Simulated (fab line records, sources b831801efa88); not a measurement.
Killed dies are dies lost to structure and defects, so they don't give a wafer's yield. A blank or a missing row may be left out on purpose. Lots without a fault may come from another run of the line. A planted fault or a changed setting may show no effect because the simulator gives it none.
Which tool did it? | flow gf180mcu | 13 lots, 39 wafers sampled, at 4 steps of a route of 602

WHAT THE GAUGES READ, wafer by wafer
GF_PASSIVATION_THK_MEAS_03. Usual: PASSIVATION_CVD_02_THK 699 nm, standard deviation 8.9.
lot  | measured     | on            | PASSIVATION_CVD_02_THK (nm) | flag
L145 | day 27 23:41 | film_metro-04 | 706 702 721                 |
L146 | day 28 11:38 | film_metro-04 | 682 687 676                 |
L151 | day 30 00:21 | film_metro-04 | 695 700 706                 |
L152 | day 30 11:20 | film_metro-01 | 695 697 705                 |
L153 | day 30 17:04 | film_metro-04 | 693 697 699                 |
L154 | day 31 01:44 | film_metro-03 | 689 694 698                 |
L155 | day 31 08:02 | film_metro-01 | 708 713 707                 |
L156 | day 31 09:35 | film_metro-03 | 700 697 712                 |
L159 | day 32 03:30 | film_metro-03 | 692 706 713                 |
L162 | day 32 23:53 | film_metro-01 | 684 708 709                 |
L166 | day 33 23:20 | film_metro-01 | 687 700 708                 |
L168 | day 34 05:15 | film_metro-01 | 687 693 705                 |
L167 | day 34 05:41 | film_metro-01 | 698 704 708                 |

WHICH TOOL RAN EACH LOT (tool, then ch and the chambers of the sampled wafers, then the start)
lot  | GF_V5_ETCH_17                      | GF_TOP_METAL_SPUTTER_03      | GF_TOP_METAL_SPUTTER_04
L145 | rie_diel-01 ch 1,2,3, day 27 01:00 | pvd_sputter-04, day 27 02:32 | pvd_sputter-04, day 27 02:34
L146 | rie_diel-02 ch 0,1,3, day 27 13:00 | pvd_sputter-02, day 27 14:33 | pvd_sputter-02, day 27 14:34
L151 | rie_diel-02 ch 1,2, day 29 03:00   | pvd_sputter-01, day 29 04:54 | pvd_sputter-01, day 29 04:55
L152 | rie_diel-04 ch 0,1,2, day 29 13:00 | pvd_sputter-01, day 29 15:26 | pvd_sputter-01, day 29 15:26
L153 | rie_diel-02 ch 0,1,3, day 29 17:00 | pvd_sputter-04, day 29 19:20 | pvd_sputter-04, day 29 19:21
L154 | rie_diel-02 ch 0,2,3, day 30 04:00 | pvd_sputter-04, day 30 06:23 | pvd_sputter-04, day 30 06:24
L155 | rie_diel-04 ch 2,3, day 30 10:00   | pvd_sputter-01, day 30 12:44 | pvd_sputter-01, day 30 12:45
L156 | rie_diel-01 ch 0,2,3, day 30 13:00 | pvd_sputter-04, day 30 14:35 | pvd_sputter-04, day 30 14:37
L159 | rie_diel-04 ch 0,2,3, day 31 07:00 | pvd_sputter-04, day 31 08:53 | pvd_sputter-04, day 31 08:55
L162 | rie_diel-02 ch 0,1,3, day 32 04:00 | pvd_sputter-02, day 32 06:07 | pvd_sputter-02, day 32 06:08
L166 | rie_diel-04 ch 1,2, day 33 05:00   | pvd_sputter-02, day 33 06:53 | pvd_sputter-02, day 33 06:54
L168 | rie_diel-02 ch 0,1,2, day 33 11:00 | pvd_sputter-02, day 33 12:35 | pvd_sputter-02, day 33 12:36
L167 | rie_diel-04 ch 0,1, day 33 11:00   | pvd_sputter-02, day 33 13:12 | pvd_sputter-02, day 33 13:13
- GF_V5_ETCH_17: etches SiO2 in C4F8/O2/Ar, stops on TiN, target depth 855 nm.
- GF_TOP_METAL_SPUTTER_03: material Ti, target thk 5 nm, time 3.3 s.
- GF_TOP_METAL_SPUTTER_04: material TiN, target thk 25 nm, time 20.8 s.

WHAT THE TOOLS THEMSELVES READ (means of the sampled wafers that have a number; where no wafer has one, the mark that the record gives instead)
GF_V5_ETCH_17. Usual: oes_product_au 0.859 a.u., standard deviation 0.0049.
lot  | tool        | oes_product_au (a.u.) | flag
L145 | rie_diel-01 | 0.857                 |
L146 | rie_diel-02 | 0.856                 |
L151 | rie_diel-02 | 0.862                 |
L152 | rie_diel-04 | 0.860                 |
L153 | rie_diel-02 | 0.863                 |
L154 | rie_diel-02 | 0.856                 |
L155 | rie_diel-04 | 0.860                 |
L156 | rie_diel-01 | 0.855                 |
L159 | rie_diel-04 | 0.856                 |
L162 | rie_diel-02 | 0.857                 |
L166 | rie_diel-04 | 0.862                 |
L168 | rie_diel-02 | 0.858                 |
L167 | rie_diel-04 | 0.856                 |

GF_TOP_METAL_SPUTTER_03. Usual: throttle_valve_pct 30.1 %, standard deviation 1.3.
lot  | tool           | throttle_valve_pct (%) | flag
L145 | pvd_sputter-04 | 30.1                   |
L146 | pvd_sputter-02 | 30.4                   |
L151 | pvd_sputter-01 | 30.7                   |
L152 | pvd_sputter-01 | 30.3                   |
L153 | pvd_sputter-04 | 29.4                   |
L154 | pvd_sputter-04 | 28.5                   |
L155 | pvd_sputter-01 | 31.0                   |
L156 | pvd_sputter-04 | 29.4                   |
L159 | pvd_sputter-04 | 28.6                   |
L162 | pvd_sputter-02 | 30.1                   |
L166 | pvd_sputter-02 | 30.3                   |
L168 | pvd_sputter-02 | 29.9                   |
L167 | pvd_sputter-02 | 29.7                   |

GF_TOP_METAL_SPUTTER_04. Usual: throttle_valve_pct 30.1 %, standard deviation 1.3.
lot  | tool           | throttle_valve_pct (%) | flag
L145 | pvd_sputter-04 | 30.1                   |
L146 | pvd_sputter-02 | 30.3                   |
L151 | pvd_sputter-01 | 30.8                   |
L152 | pvd_sputter-01 | 30.3                   |
L153 | pvd_sputter-04 | 29.3                   |
L154 | pvd_sputter-04 | 28.7                   |
L155 | pvd_sputter-01 | 31.0                   |
L156 | pvd_sputter-04 | 29.2                   |
L159 | pvd_sputter-04 | 28.4                   |
L162 | pvd_sputter-02 | 30.1                   |
L166 | pvd_sputter-02 | 30.3                   |
L168 | pvd_sputter-02 | 29.8                   |
L167 | pvd_sputter-02 | 29.7                   |

THE ANSWER, worked out from the rows above alone
Rule: a lot is off if the mean of its wafers that have a number lies more than 3 standard deviations from the usual mean. A lot without any number at a reading at which 4 lots or more have one is off too. The other lots that the step has rows for count as sound. The gauges are gone through in route order, then the tools' own readings, and for those a lot's mean is taken as printed above. The first step at which some lot is off is used, and at that step the reading that is off furthest; a lot without a number counts as furthest.
No lot is off at any reading shown: from this, nothing can be told.

WHAT THE SIMULATOR HAD PUT IN
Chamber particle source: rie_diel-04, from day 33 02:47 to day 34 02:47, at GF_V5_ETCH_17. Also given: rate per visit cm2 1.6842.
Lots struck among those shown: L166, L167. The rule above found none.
